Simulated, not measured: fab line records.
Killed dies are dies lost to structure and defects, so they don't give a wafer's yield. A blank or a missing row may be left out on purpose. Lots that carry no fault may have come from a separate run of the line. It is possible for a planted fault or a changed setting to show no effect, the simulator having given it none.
fab line records	flow sky130
record lots=6	wafers=18	lastDay=50
route steps=708 shown LI_CONTACT@380 LOCAL_INTERCONNECT@387 PAD_OPEN@708
lots untouched by any fault: they come from a run of this same line in which no faults occurred
startH: start of the lot's first displayed wafer, in hours after the record's first day	waitH: hours since the lot's step before	" same as the row above	L1.1+2: several wafers, shown together as one row	- value missing, or start not given	* or withheld: withheld	< > ~ a bound
route shown NAME@n: names a module that has steps shown in the file, with the first one's number in the route	usual: the fault-free wafers' mean and standard deviation	same: alike in all rows	chamber/n: place in a boat	sites: per-site readings	_std_site: how widely they spread, as a standard deviation	_edge_site: outer sites' mean less inner sites'	radiusMm: for every site, how far away it sits from the centre of the wafer	mask NAME#n: copy n	behind: tool/chamber where the wafer was last shaped	hold: reason for holding the lot/hours on hold/outcome of the hold	device: whichever transistor did not switch (one of n, p or np)	end of line: tests of these same wafers at the route's end	where a step has no rows: the recipe by itself	killed: dies that structure and defects cost at the first sort, which is not the same as the wafer's yield	map: per-die view of a wafer (x killed, . not killed, _ where there is no die)
set.NAME: setting as actually run; set.NAME@STEP: the setting as run at that earlier step	model.NAME: the simulator's own value behind a step, which no gauge read
lots seen at some steps along the route; tables by step, rows by wafer
services: when a tool's chamber went out of use (startH, in hours from the record's first day, below 0 if earlier), for how many hours, and the reason
## steps
# step SKY_LI_CONTACT_PRE_CLEAN_18
# recipe gas=Ar	timeS=5.6	biasV=358
# step SKY_LI_CONTACT_SPUTTER_19
# recipe material=Ti	targetThkNm=20	chamberPressurePa=5	powerW=2500	substrateTempC=200	timeS=106.37
# usual cathodeDcPowerW=2500.0/0.41	throttleValvePct=30.0/0.76
# same timeS=106.37
lot.wafer	tool	chamber	startH	waitH	cathodeDcPowerW	throttleValvePct
L199.1	pvdSputter-03	-	709.14	0.0	2500.0	29.2
L199.2	"	-	"	"	2499.9	30.4
L199.3	"	-	"	"	2499.7	30.0
L206.2	pvdSputter-02	-	763.37	0.0	2499.9	28.6
L206.5	"	-	"	"	2499.9	31.0
L206.6	"	-	"	"	2500.2	28.6
L214.1	pvdSputter-03	-	826.69	0.0	2499.7	29.7
L214.5	"	-	"	"	2499.8	30.4
L214.6	"	-	"	"	2499.8	29.5
L216.2	pvdSputter-03	-	837.93	0.0	2500.1	29.4
L216.4	"	-	"	"	2499.6	29.2
L216.6	"	-	"	"	2500.7	29.8
L218.1	pvdSputter-03	-	847.28	0.0	2500.2	29.3
L218.3	"	-	"	"	2500.0	29.9
L218.6	"	-	"	"	2500.4	29.3
L219.2	pvdSputter-04	-	855.52	0.0	2499.7	30.1
L219.4	"	-	"	"	2500.1	30.4
L219.5	"	-	"	"	2499.5	30.0
# step SKY_LI_CONTACT_SPUTTER_20
# recipe material=TiN	targetThkNm=20	chamberPressurePa=5	powerW=4000	timeS=80
# usual cathodeDcPowerW=4000.0/0.68	throttleValvePct=30.0/0.74
# same timeS=80
lot.wafer	tool	chamber	startH	waitH	cathodeDcPowerW	throttleValvePct
L199.1	pvdSputter-03	-	709.21	0.0	3999.7	29.4
L199.2	"	-	"	"	3998.6	30.3
L199.3	"	-	"	"	3998.9	29.8
L206.2	pvdSputter-02	-	763.45	0.0	4000.0	28.9
L206.5	"	-	"	"	4000.5	30.7
L206.6	"	-	"	"	4000.7	28.7
L214.1	pvdSputter-03	-	826.76	0.0	4000.9	29.5
L214.5	"	-	"	"	3998.8	30.4
L214.6	"	-	"	"	4000.5	29.8
L216.2	pvdSputter-03	-	838.00	0.0	4000.0	29.6
L216.4	"	-	"	"	3999.2	29.3
L216.6	"	-	"	"	3999.6	29.9
L218.1	pvdSputter-03	-	847.35	0.0	4000.3	29.0
L218.3	"	-	"	"	4000.0	29.9
L218.6	"	-	"	"	3999.5	29.5
L219.2	pvdSputter-04	-	855.60	0.0	3998.9	30.0
L219.4	"	-	"	"	4001.9	29.9
L219.5	"	-	"	"	3999.1	29.8
# step SKY_LI_CONTACT_CVD_21
# recipe material=W	targetThkNm=400	timeS=120.56	tempC=400	pressureTorr=40
# usual chamberPressureTorr=40.00/0.089	heaterPowerOuterW=526/28	heaterPowerW=867/59
# same timeS=120.56
lot.wafer	tool	chamber	startH	waitH	chamberPressureTorr	heaterPowerOuterW	heaterPowerW
L199.1	cvdW-01	1	709.28	0.0	39.99	569	913
L199.2	"	0	"	"	40.13	499	778
L199.3	"	1	"	"	39.94	561	924
L206.2	cvdW-01	0	763.51	0.0	40.03	502	766
L206.5	"	1	"	"	40.01	556	914
L206.6	"	0	"	"	40.11	500	763
L214.1	cvdW-02	0	826.82	0.0	40.11	497	869
L214.5	"	0	"	"	40.03	502	887
L214.6	"	1	"	"	39.93	540	923
L216.2	cvdW-02	1	838.06	0.0	39.79	547	920
L216.4	"	1	"	"	39.94	536	905
L216.6	"	1	"	"	39.96	553	885
L218.1	cvdW-01	1	847.41	0.0	39.98	563	907
L218.3	"	0	"	"	40.19	508	780
L218.6	"	1	"	"	40.00	571	922
L219.2	cvdW-01	0	855.66	0.0	40.10	503	776
L219.4	"	0	"	"	40.04	503	787
L219.5	"	0	"	"	39.97	499	812
# step SKY_LI_CONTACT_RS_MEAS_22
# recipe thkMeasGauge=four-point-probe	reads=W_of_LI_CONTACT_CVD_21+TiN_of_LI_CONTACT_SPUTTER_20+Ti_of_LI_CONTACT_SPUTTER_19
# usual LI_CONTACT_W_RS=0.2852/0.0029
lot.wafer	tool	chamber	startH	waitH	LI_CONTACT_W_RS[ohm/sq]
L199.1	filmMetro-03	-	709.40	0.1	0.2833
L199.2	"	-	"	"	0.2809
L199.3	"	-	"	"	0.2852
L206.2	filmMetro-03	-	763.65	0.1	0.2852
L206.5	"	-	"	"	0.2862
L206.6	"	-	"	"	0.2874
L214.1	filmMetro-03	-	826.95	0.1	0.2820
L214.5	"	-	"	"	0.2837
L214.6	"	-	"	"	0.2835
L216.2	filmMetro-01	-	838.21	0.1	0.2905
L216.4	"	-	"	"	0.2849
L216.6	"	-	"	"	0.2854
L218.1	filmMetro-02	-	847.54	0.1	0.2907
L218.3	"	-	"	"	0.2902
L218.6	"	-	"	"	0.2885
L219.2	filmMetro-02	-	855.80	0.1	0.2875
L219.4	"	-	"	"	0.2843
L219.5	"	-	"	"	0.2862
# step SKY_LI_CONTACT_THK_MEAS_23
# recipe thkMeasGauge=xrf	reads=W_of_LI_CONTACT_CVD_21
# usual LI_CONTACT_W_THK=395/6
lot.wafer	tool	chamber	startH	waitH	LI_CONTACT_W_THK[nm]
L199.1	filmMetro-03	-	709.52	0.1	389
L199.2	"	-	"	"	392
L199.3	"	-	"	"	384
L206.2	filmMetro-03	-	763.76	0.1	387
L206.5	"	-	"	"	387
L206.6	"	-	"	"	383
L214.1	filmMetro-03	-	827.07	0.1	397
L214.5	"	-	"	"	398
L214.6	"	-	"	"	399
L216.2	filmMetro-01	-	838.32	0.1	396
L216.4	"	-	"	"	400
L216.6	"	-	"	"	398
L218.1	filmMetro-02	-	847.66	0.1	383
L218.3	"	-	"	"	385
L218.6	"	-	"	"	390
L219.2	filmMetro-02	-	855.91	0.1	392
L219.4	"	-	"	"	395
L219.5	"	-	"	"	390
# step SKY_LI_CONTACT_CMP_24
# recipe stopOn=PSG	tOverpolishS=20	downForcePsi=3.5	platenRpm=60	targetThkNm=0	padVelocityMS=0.94248
# usual motorCurrentA=11.0/1.4	overpolishRunS=19.998/0.0083	timeToEndpointS=95/4.9
lot.wafer	tool	chamber	startH	waitH	motorCurrentA	overpolishRunS	timeToEndpointS
L199.1	cmp-01	3	709.58	0.1	12.0	20.000	106
L199.3	"	1	"	"	9.2	19.987	97
L199.2	"	2	"	"	13.4	20.006	97
L206.2	cmp-01	2	763.91	0.1	14.2	19.988	91
L206.5	"	0	"	"	10.1	19.992	94
L206.6	"	1	"	"	10.2	19.995	89
L214.1	cmp-02	0	827.49	0.4	10.5	20.007	90
L214.6	"	2	"	"	10.3	20.016	99
L214.5	"	3	"	"	11.6	20.001	101
L216.4	cmp-02	0	838.37	0.0	10.4	19.996	91
L216.2	"	1	"	"	9.8	20.000	93
L216.6	"	1	"	"	10.0	19.991	95
L218.1	cmp-02	2	847.72	0.1	10.6	19.992	101
L218.3	"	0	"	"	10.6	19.990	91
L218.6	"	2	"	"	10.6	20.005	102
L219.2	cmp-02	0	855.96	0.0	10.1	19.988	89
L219.4	"	3	"	"	11.5	19.988	102
L219.5	"	0	"	"	10.5	20.000	89
# step SKY_LOCAL_INTERCONNECT_SPUTTER_00
# recipe material=TiN	targetThkNm=100	tempC=300	powerW=6500	timeS=80.83	chamberPressurePa=0.4
# usual cathodeDcPowerW=6499.9/1.2	throttleValvePct=29.7/0.86
# same timeS=80.83
lot.wafer	tool	chamber	startH	waitH	cathodeDcPowerW	throttleValvePct
L199.1	pvdSputter-03	-	709.88	0.2	6500.8	30.5
L199.2	"	-	"	"	6500.4	29.3
L199.3	"	-	"	"	6498.9	30.0
L206.2	pvdSputter-03	-	764.11	0.1	6500.2	29.6
L206.5	"	-	"	"	6499.9	29.5
L206.6	"	-	"	"	6500.6	29.9
L214.1	pvdSputter-03	-	827.69	0.1	6501.5	29.4
L214.5	"	-	"	"	6501.2	29.4
L214.6	"	-	"	"	6498.9	29.9
L216.2	pvdSputter-02	-	838.67	0.2	6501.1	28.9
L216.4	"	-	"	"	6500.9	28.5
L216.6	"	-	"	"	6498.8	29.9
L218.1	pvdSputter-01	-	848.02	0.2	6497.4	28.3
L218.3	"	-	"	"	6499.0	30.8
L218.6	"	-	"	"	6501.0	30.6
L219.2	pvdSputter-03	-	856.26	0.2	6499.7	29.5
L219.4	"	-	"	"	6501.8	29.4
L219.5	"	-	"	"	6499.9	29.8
# step SKY_LOCAL_INTERCONNECT_RS_MEAS_01
# recipe thkMeasGauge=four-point-probe	reads=TiN_of_LOCAL_INTERCONNECT_SPUTTER_00
# usual LOCAL_INTERCONNECT_TIN_RS=14.66/0.18
lot.wafer	tool	chamber	startH	waitH	LOCAL_INTERCONNECT_TIN_RS[ohm/sq]
L199.1	filmMetro-01	-	709.94	0.0	14.64
L199.2	"	-	"	"	14.71
L199.3	"	-	"	"	14.41
L206.2	filmMetro-04	-	764.20	0.1	14.59
L206.5	"	-	"	"	14.82
L206.6	"	-	"	"	14.62
L214.1	filmMetro-04	-	827.76	0.0	14.25
L214.5	"	-	"	"	14.28
L214.6	"	-	"	"	14.35
L216.2	filmMetro-04	-	838.75	0.1	14.90
L216.4	"	-	"	"	14.96
L216.6	"	-	"	"	14.61
L218.1	filmMetro-04	-	848.08	0.0	14.49
L218.3	"	-	"	"	14.39
L218.6	"	-	"	"	14.38
L219.2	filmMetro-04	-	856.35	0.1	14.32
L219.4	"	-	"	"	14.62
L219.5	"	-	"	"	14.50
# step SKY_LOCAL_INTERCONNECT_THK_MEAS_02
# recipe thkMeasGauge=xrf	reads=TiN_of_LOCAL_INTERCONNECT_SPUTTER_00
# usual LOCAL_INTERCONNECT_TIN_THK=96.1/1.1
lot.wafer	tool	chamber	startH	waitH	LOCAL_INTERCONNECT_TIN_THK[nm]
L199.1	filmMetro-01	-	710.06	0.1	96.1
L199.2	"	-	"	"	96.1
L199.3	"	-	"	"	97.6
L206.2	filmMetro-04	-	764.31	0.1	96.9
L206.5	"	-	"	"	95.4
L206.6	"	-	"	"	96.3
L214.1	filmMetro-04	-	827.88	0.1	98.6
L214.5	"	-	"	"	98.7
L214.6	"	-	"	"	98.1
L216.2	filmMetro-04	-	838.86	0.1	94.5
L216.4	"	-	"	"	94.1
L216.6	"	-	"	"	96.4
L218.1	filmMetro-04	-	848.20	0.1	97.3
L218.3	"	-	"	"	98.1
L218.6	"	-	"	"	98.2
L219.2	filmMetro-04	-	856.46	0.1	98.3
L219.4	"	-	"	"	97.1
L219.5	"	-	"	"	97.4
# step SKY_LOCAL_INTERCONNECT_DEHYDRATE_03
# recipe tempC=200	timeS=60
# step SKY_LOCAL_INTERCONNECT_HMDS_04
# recipe primeTimeS=60	primeTempC=120
# step SKY_LOCAL_INTERCONNECT_COAT_05
# recipe resist=BARC	tempC=withheld	timeS=withheld	spinRpm=3000	resistThkNm=60
# usual chillPlateTempC=*
lot.wafer	tool	chamber	startH	waitH	chillPlateTempC
L199.1	lithoTrack-04	0	723.54	0.1	*
L199.2	"	0	"	"	*
L199.3	"	0	"	"	*
L206.2	lithoTrack-02	0	777.07	0.1	*
L206.5	"	0	"	"	*
L206.6	"	0	"	"	*
L214.1	lithoTrack-04	0	841.24	0.1	*
L214.5	"	0	"	"	*
L214.6	"	0	"	"	*
L216.2	lithoTrack-02	0	851.32	0.1	*
L216.4	"	0	"	"	*
L216.6	"	0	"	"	*
L218.1	lithoTrack-02	0	860.19	0.1	*
L218.3	"	0	"	"	*
L218.6	"	0	"	"	*
L219.2	lithoTrack-04	0	869.57	0.1	*
L219.4	"	0	"	"	*
L219.5	"	0	"	"	*
# step SKY_LOCAL_INTERCONNECT_COAT_06
# recipe resist=KrF-thick	spinRpm=3000	resistThkNm=450
# step SKY_LOCAL_INTERCONNECT_SOFTBAKE_07
# recipe tempC=100	timeS=90	resist=KrF-thick
# step SKY_LOCAL_INTERCONNECT_EXPOSE_08
# recipe maskId=LI1M	na=0.8	sourceShape=annular	sigmaInner=0.55	sigmaOuter=0.85	targetCdNm=170	doseMj=28
# step SKY_LOCAL_INTERCONNECT_PEB_09
# recipe pebTempC=withheld	pebTimeS=withheld	resist=KrF-thick
# step SKY_LOCAL_INTERCONNECT_DEVELOP_10
# recipe developTimeS=60	resist=KrF-thick	devTempC=21
# step SKY_LOCAL_INTERCONNECT_CD_MEAS_11
# recipe targetCdNm=170
# usual cdNm=169.7/1.9
lot.wafer	tool	chamber	startH	waitH	cdNm
L199.1	cdSem-01	-	736.84	-	170.7
L199.2	"	-	"	"	172.3
L199.3	"	-	"	"	171.9
L206.2	cdSem-01	-	790.36	-	165.8
L206.5	"	-	"	"	168.1
L206.6	"	-	"	"	168.2
L214.1	cdSem-01	-	854.59	-	171.0
L214.5	"	-	"	"	171.9
L214.6	"	-	"	"	171.4
L216.2	cdSem-01	-	864.58	-	172.1
L216.4	"	-	"	"	170.9
L216.6	"	-	"	"	169.9
L218.1	cdSem-01	-	874.06	-	171.5
L218.3	"	-	"	"	171.1
L218.6	"	-	"	"	168.8
L219.2	cdSem-01	-	882.88	-	169.1
L219.4	"	-	"	"	169.3
L219.5	"	-	"	"	169.2
# step SKY_LOCAL_INTERCONNECT_OVL_MEAS_12
# usual LOCAL_INTERCONNECT_OVL=2/6.2
lot.wafer	tool	chamber	startH	waitH	LOCAL_INTERCONNECT_OVL[nm]
L199.1	overlay-02	-	736.96	0.1	-1
L199.2	"	-	"	"	1
L199.3	"	-	"	"	-4
L206.2	overlay-02	-	790.47	0.1	-2
L206.5	"	-	"	"	-4
L206.6	"	-	"	"	-4
L214.1	overlay-01	-	854.71	0.1	2
L214.5	"	-	"	"	15
L214.6	"	-	"	"	8
L216.2	overlay-01	-	864.68	0.1	2
L216.4	"	-	"	"	0
L216.6	"	-	"	"	-1
L218.1	overlay-01	-	874.18	0.1	0
L218.3	"	-	"	"	6
L218.6	"	-	"	"	10
L219.2	overlay-02	-	882.98	0.1	8
L219.4	"	-	"	"	8
L219.5	"	-	"	"	1
# step SKY_LOCAL_INTERCONNECT_ETCH_13
# recipe chemistry=N2/H2	target=BARC	ionEnergyEv=200	biasW=100	pressureMtorr=30	n2FlowSccm=100	h2FlowSccm=200	icpW=500	stopOn=SiO2	timeS=45.9	targetDepthA=600
# usual biasW=99.94/0.28	drypumpMotorCurrentA=5.6/0.53	oesProductAu=0.854/0.0047	throttleValvePct=13.226/0.011
# same timeS=45.9
lot.wafer	tool	chamber	startH	waitH	biasW	drypumpMotorCurrentA	oesProductAu	rfHoursCounterH	throttleValvePct	model.etch.depthNm
L199.1	rieMetal-04	1	737.00	0.0	100.17	6.2	0.860	10	13.241	59.83
L199.2	"	0	"	"	100.04	5.1	0.855	5	13.224	59.91
L199.3	"	1	"	"	100.16	6.2	0.855	-	13.214	59.83
L206.2	rieMetal-02	1	790.50	0.0	100.39	6.2	0.865	13	13.236	60.04
L206.5	"	0	"	"	100.11	5.5	0.854	-	13.213	60.16
L206.6	"	1	"	"	100.37	6.2	0.853	-	13.223	60.13
L214.1	rieMetal-04	1	854.75	0.0	99.96	6.2	0.848	15	13.219	59.95
L214.5	"	0	"	"	99.83	5.1	0.849	-	13.200	60
L214.6	"	1	"	"	99.84	6.2	0.846	-	13.243	59.9
L216.2	rieMetal-01	0	864.73	0.0	99.76	4.9	0.863	-	13.224	60.84
L216.4	"	0	"	"	100.08	4.9	0.866	-	13.226	60.84
L216.6	"	0	"	"	99.39	4.9	0.859	-	13.223	60.97
L218.1	rieMetal-04	1	874.21	0.0	100.23	6.2	0.864	16	13.226	60.86
L218.3	"	1	"	"	100.38	6.2	0.861	-	13.231	60.76
L218.6	"	1	"	"	100.24	6.2	0.865	-	13.229	60.73
L219.2	rieMetal-04	0	883.01	0.0	99.84	5.1	0.856	11	13.205	60.19
L219.4	"	1	"	"	99.62	6.2	0.851	-	13.216	60.16
L219.5	"	1	"	"	99.93	6.2	0.851	-	13.235	60.28
# step SKY_LOCAL_INTERCONNECT_METAL_ETCH_14
# recipe targetDepthNm=110	stopOn=PSG	chemistry=Cl2/BCl3	target=TiN	resistSidewallDeg=88	pressureMtorr=10	icpW=900	biasW=48.5	Cl2_flow_sccm=60	bcl3FlowSccm=30	timeS=31.4
# step SKY_PAD_OPEN_PROBE_99
# usual killed_at_M0_to_M3=42/6.4	killed_at_M4_up=2.9/1.7	killedAtContacts=25/5.2	killedAtFrontEnd=16/4.4	killedAtOther=0.4/0.65	killedDies=86/9.2	killedOpen=47/6.6	killedShort=39/5.8
# same grossDies=492	killedAtBackSide=0
lot.wafer	tool	chamber	startH	waitH	killed_at_M0_to_M3	killed_at_M4_up	killedAtContacts	killedAtFrontEnd	killedAtOther	killedDies	killedOpen	killedShort
L199.1	prober-01	-	1095.26	0.1	49	3	23	13	0	88	49	39
L199.2	prober-01	-	1095.31	0.1	37	2	20	15	0	74	42	32
L199.3	prober-01	-	1095.36	0.2	52	4	20	15	1	92	49	43
L206.2	prober-01	-	1142.49	0.1	43	2	26	22	0	93	49	44
L206.5	prober-01	-	1142.64	0.2	54	1	30	9	0	94	52	42
L206.6	prober-01	-	1142.69	0.2	45	2	30	13	1	91	53	38
L214.1	prober-01	-	1183.16	0.1	34	2	20	14	0	70	38	32
L214.5	prober-01	-	1183.36	0.2	41	1	14	8	0	64	42	22
L214.6	prober-01	-	1183.41	0.2	50	1	14	19	1	85	39	45
# killed by level:class
L199.1 VIA1:geometricParticle:open=12 VIA1:geometricParticle:short=8 LI_CONTACT:geometricParticle:open=7 CONTACT:geometricParticle:open=7 VIA2:geometricParticle:short=5 METAL1:geometricParticle:short=5 VIA2:geometricParticle:open=5 METAL3:geometricParticle:short=5
L199.2 CONTACT:geometricParticle:open=10 VIA1:geometricParticle:open=9 VIA3:geometricParticle:open=8 METAL2:geometricParticle:short=7 CONTACT:geometricParticle:short=6 POLY_GATE:geometricParticle:short=5 VIA2:geometricParticle:open=5 LI_CONTACT:geometricParticle:open=3
L199.3 VIA1:geometricParticle:open=14 VIA3:geometricParticle:short=8 VIA2:geometricParticle:open=8 LOCAL_INTERCONNECT:geometricParticle:short=6 CONTACT:geometricParticle:open=6 METAL1:geometricParticle:short=6 METAL2:geometricParticle:short=6 FIELD_ISO:geometricParticle:short=4
L206.2 LI_CONTACT:geometricParticle:open=10 VIA1:geometricParticle:open=8 POLY_GATE:geometricParticle:open=6 CONTACT:geometricParticle:open=6 VIA3:geometricParticle:short=6 VIA3:geometricParticle:open=6 FIELD_ISO:geometricParticle:short=5 FIELD_ISO:geometricParticle:open=5
L206.5 CONTACT:geometricParticle:open=11 CONTACT:geometricParticle:short=11 VIA1:geometricParticle:open=11 METAL1:geometricParticle:short=10 VIA2:geometricParticle:open=8 LI_CONTACT:geometricParticle:open=7 VIA1:geometricParticle:short=6 VIA3:geometricParticle:open=5
L206.6 VIA1:geometricParticle:open=13 VIA2:geometricParticle:open=10 CONTACT:geometricParticle:open=9 LI_CONTACT:geometricParticle:open=8 METAL1:geometricParticle:short=6 POLY_GATE:geometricParticle:open=4 LI_CONTACT:geometricParticle:short=4 LOCAL_INTERCONNECT:geometricParticle:short=4
L214.1 VIA1:geometricParticle:open=9 CONTACT:geometricParticle:short=7 VIA2:geometricParticle:open=6 FIELD_ISO:geometricParticle:short=5 CONTACT:geometricParticle:open=5 FIELD_ISO:geometricParticle:open=4 LOCAL_INTERCONNECT:geometricParticle:short=4 METAL3:geometricParticle:short=4
L214.5 VIA1:geometricParticle:open=16 LI_CONTACT:geometricParticle:open=5 VIA2:geometricParticle:open=5 CONTACT:geometricParticle:open=4 METAL1:geometricParticle:short=4 VIA1:geometricParticle:short=4 METAL3:geometricParticle:short=4 VIA3:geometricParticle:open=4
L214.6 VIA1:geometricParticle:open=15 METAL1:geometricParticle:short=8 VIA1:geometricParticle:short=7 LOCAL_INTERCONNECT:geometricParticle:short=6 VIA2:geometricParticle:open=6 FIELD_ISO:geometricParticle:short=5 METAL2:geometricParticle:short=4 POLY_GATE:geometricParticle:open=3
## services
tool	chamber	startH	hours	kind
cmp-01	-	700.60	0.5	repair
cmp-01	-	703.89	0.9	repair
rieMetal-01	1	710.12	1.0	repair
rieMetal-02	-	713.55	0.9	repair
cmp-02	-	723.26	3.2	repair
cmp-01	-	734.78	4.2	pm
cmp-01	-	744.34	4.0	pm
rieMetal-01	0	748.34	1.4	repair
cmp-02	-	752.22	2.7	pm
pvdSputter-01	-	757.68	1.0	repair
cmp-02	-	758.24	0.6	repair
cmp-01	-	773.65	0.3	repair
cmp-01	-	775.41	0.7	repair
cmp-02	-	775.45	1.4	repair
rieMetal-01	1	782.91	13.0	repair
pvdSputter-03	-	799.77	1.2	repair
cvdW-01	-	825.90	0.3	repair
pvdSputter-02	2	827.26	-	consumableReplace:kit
cvdW-02	-	833.26	0.9	repair
pvdSputter-04	-	836.24	1.1	repair
pvdSputter-04	-	836.92	3.8	repair
cmp-02	-	841.17	0.8	repair
cmp-01	-	844.89	1.4	repair
cmp-01	-	877.56	12.4	pm
## key
firstSign none at tools or gauges
modelEffect step=SKY_LOCAL_INTERCONNECT_ETCH_13	value=etch.depthNm	without=59.9	struck=60.83
metAt SKY_LOCAL_INTERCONNECT_COAT_05
struckWafers L216.2,L216.4,L216.6,L218.1,L218.3,L218.6
testerLeftOut L216,L218
onsetBetween 777.07 851.32
alsoFits SKY_LI_CONTACT_SPUTTER_19:pvdSputter-03,SKY_LI_CONTACT_SPUTTER_20:pvdSputter-03
fault kind=processParameterDrift	tool=lithoTrack-02	chamber=-	onsetH=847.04	steps=SKY_LOCAL_INTERCONNECT_COAT_05	channel=resistThkNm	offset=0.93543	shape=step	endH=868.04	actsIn=theseRecipesOnly	stated=60
# testerLeftOut: of these lots the tester's yield and bins aren't shown, on N5 and GAA mostly nor the transistor test; their killed dies are dies lost to structure and defects alone, not to doping, threshold or leakage, so they don't give the yield
